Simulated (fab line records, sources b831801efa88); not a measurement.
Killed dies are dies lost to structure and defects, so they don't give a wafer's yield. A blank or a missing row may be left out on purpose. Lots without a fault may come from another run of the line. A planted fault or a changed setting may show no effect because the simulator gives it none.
A struck lot beside a sound one | flow sky130 | 34 steps out of a route of 708
Sound: wafers L108.2, L108.4, L108.5. Struck: wafers L998.1, L998.3, L998.5. The cause comes at the end.
At each step with rows: each side's tool, then ch and its chambers, then its first start. Under that, the readings that differ: sound wafers | struck wafers | difference of the means | sigmas: that difference in standard deviations of wafers without a fault.
alike: readings whose means differ by less than 2 such deviations, and words and numbers that are the same on both sides. not compared: withheld readings, readings that some wafer has no value for, bounds like >300 that may hide the same value, and numbers for which the record gives no deviation and whose values overlap.
The two part at a step that has a row with sigmas, a row that says differs or no value, or rows on one side only. Numbers that don't overlap but have no deviation are shown without sigmas and don't part them. A reading that every wafer of one side lacks parts them only if that side has two wafers or more.

first, 7 steps without rows for these wafers: SKY_SONOS_TUNNEL_DEVELOP_06 (develop time 60 s); SKY_SONOS_TUNNEL_IMPLANT_09; SKY_SONOS_TUNNEL_WET_ETCH_10 (etches SiO2 in dHF, target depth 14 nm, time 280 s); SKY_SONOS_TUNNEL_STRIP_11 (strips in SPM, time 600 s); SKY_SONOS_TUNNEL_CLEAN_13 (cleans in dHF, time 20 s); SKY_SONOS_ONO_OXIDATION_00 (stabilise 600 s, purge 300 s, target thk 2.6 nm); SKY_SONOS_ONO_CVD_02 (deposits Si3N4 from DCS/NH3, target thk 10.5 nm, time 180 s).
SKY_SONOS_ONO_CVD_04: deposits SiO2 from SiH4/N2O, target thk 5.7199 nm.
  sound on lpcvd-03 ch 0, day 18 14:02; struck on lpcvd-03 ch 0, day 15 08:53
  reading                                    | sound             | struck            | difference | sigmas
  pressure_mtorr (mTorr)                     | 401.4 399.8 401.5 | 480.8 480.5 479.7 | +79.4      | +92
  model.SiO2_of_SONOS_ONO_CVD_04.thk_nm (nm) | 5.758 5.796 5.747 | 6.355 6.351 6.408 | +0.604     |
SKY_SONOS_ONO_THK_MEAS_05:
  sound on film_metro-03, day 18 15:18; struck on film_metro-04, day 15 10:08
  reading                   | sound          | struck         | difference | sigmas
  SONOS_ONO_CVD_04_THK (nm) | 5.82 5.78 5.74 | 6.32 6.37 6.42 | +0.59      | +6
then, 23 steps without rows for these wafers: SKY_SONOS_ONO_DEHYDRATE_06 (time 60 s); SKY_SONOS_ONO_HMDS_07 (prime time 60 s); SKY_SONOS_ONO_COAT_08 (resist thk 1140 nm); SKY_SONOS_ONO_SOFTBAKE_09 (time 60 s); SKY_SONOS_ONO_EXPOSE_10 (exposes mask ONOM, target cd 410 nm); SKY_SONOS_ONO_PEB_11; SKY_SONOS_ONO_DEVELOP_12 (develop time 60 s); SKY_SONOS_ONO_ETCH_15 (etches the open film in CHF3/O2, target depth 19.52 nm, time 7.8 s); SKY_SONOS_ONO_WET_ETCH_16 (etches SiO2 in dHF, target depth 14 nm, time 280 s); SKY_SONOS_ONO_STRIP_17 (strips in O2/N2); SKY_SONOS_ONO_WET_ETCH_18 (etches Si3N4 in H3PO4, target depth 15 nm, time 172 s); SKY_GATE_OXIDE_CLEAN_00 (cleans in SC1/SC2, time 150 s); SKY_GATE_OXIDE_OXIDATION_01 (stabilise 600 s, purge 300 s, target thk 10.268 nm); SKY_GATE_OXIDE_DEHYDRATE_03 (time 60 s); SKY_GATE_OXIDE_HMDS_04 (prime time 60 s); SKY_GATE_OXIDE_COAT_05 (resist thk 1140 nm); SKY_GATE_OXIDE_SOFTBAKE_06 (time 60 s); SKY_GATE_OXIDE_EXPOSE_07 (exposes mask LVOM, target cd 600 nm); SKY_GATE_OXIDE_PEB_08; SKY_GATE_OXIDE_DEVELOP_09 (develop time 60 s); SKY_GATE_OXIDE_IMPLANT_11; SKY_GATE_OXIDE_WET_ETCH_12 (etches SiO2 in dHF, target depth 16.8 nm, time 336 s); SKY_GATE_OXIDE_STRIP_13 (strips in O2/N2).
-- the record jumps here: 2 days lie between the struck wafers' starts before and after --
SKY_GATE_OXIDE_CLEAN_15: cleans in SC1/SC2, time 150 s.
  sound on wet_bench-02 ch 0, day 21 07:35; struck on wet_bench-02 ch 3, day 17 20:27
  reading                                    | sound            | struck            | difference | sigmas
  model.SiO2_of_SONOS_ONO_CVD_04.thk_nm (nm) | 4.22 4.259 4.215 | 4.828 4.823 4.877 | +0.611     |
  alike: temp_c
-- the record jumps here: 31 days lie between the struck wafers' starts before and after (it left off in module GATE_OXIDE and takes up again in module PAD_OPEN, whose first step shown is number 708 of the route) --
SKY_PAD_OPEN_PROBE_99:
  sound on prober-01, day 50 23:08; struck on prober-01, day 48 13:40
  reading                               | sound                | struck               | difference | sigmas
  model.etest.sonos_erased.drive_ua_um  | 185.2 235.9 188.1    | 156 162.7 143.4      | -49        |
  model.etest.cap_ono.gate_log10_a_cm2  | -8.078 -8.091 -8.072 | -8.54 -8.55 -8.685   | -0.51      |
  model.etest.cap_ono.gate_bv_v (V)     | 16.53 16.38 16.38    | 17.13 16.94 17.22    | +0.67      |
  model.etest.cap_ono.tox_acc_nm (nm)   | 12.91 13.03 13.02    | 13.36 13.39 13.52    | +0.44      |
  model.etest.sonos_programmed.vt_v (V) | 1.415 1.358 1.373    | 1.204 1.23 1.136     | -0.192     |
  model.etest.sonos_erased.vt_v (V)     | -2.277 -2.331 -2.256 | -2.056 -2.039 -1.997 | +0.257     |
  model.etest.sonos_baked.vt_v (V)      | 0.9114 0.8309 0.9019 | 0.7687 0.7552 0.6918 | -0.1428    |
  alike: killed_at_M0_to_M3, killed_at_M4_up, killed_at_contacts, killed_at_front_end, killed_at_other, killed_dies, killed_open, killed_short
  not compared: model.etest.sonos_programmed.off_log10_a_um

WHERE THEY PART
First at SKY_SONOS_ONO_CVD_04; last, within this record, at SKY_SONOS_ONO_THK_MEAS_05. Later steps at which nothing parts them and some readings are alike: SKY_GATE_OXIDE_CLEAN_15, SKY_PAD_OPEN_PROBE_99.

WHY: what the simulator had put in
Process parameter drift: lpcvd-03, from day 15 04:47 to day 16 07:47, at SKY_SONOS_ONO_CVD_04. Setting pressure_mtorr, moved by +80, from 400.
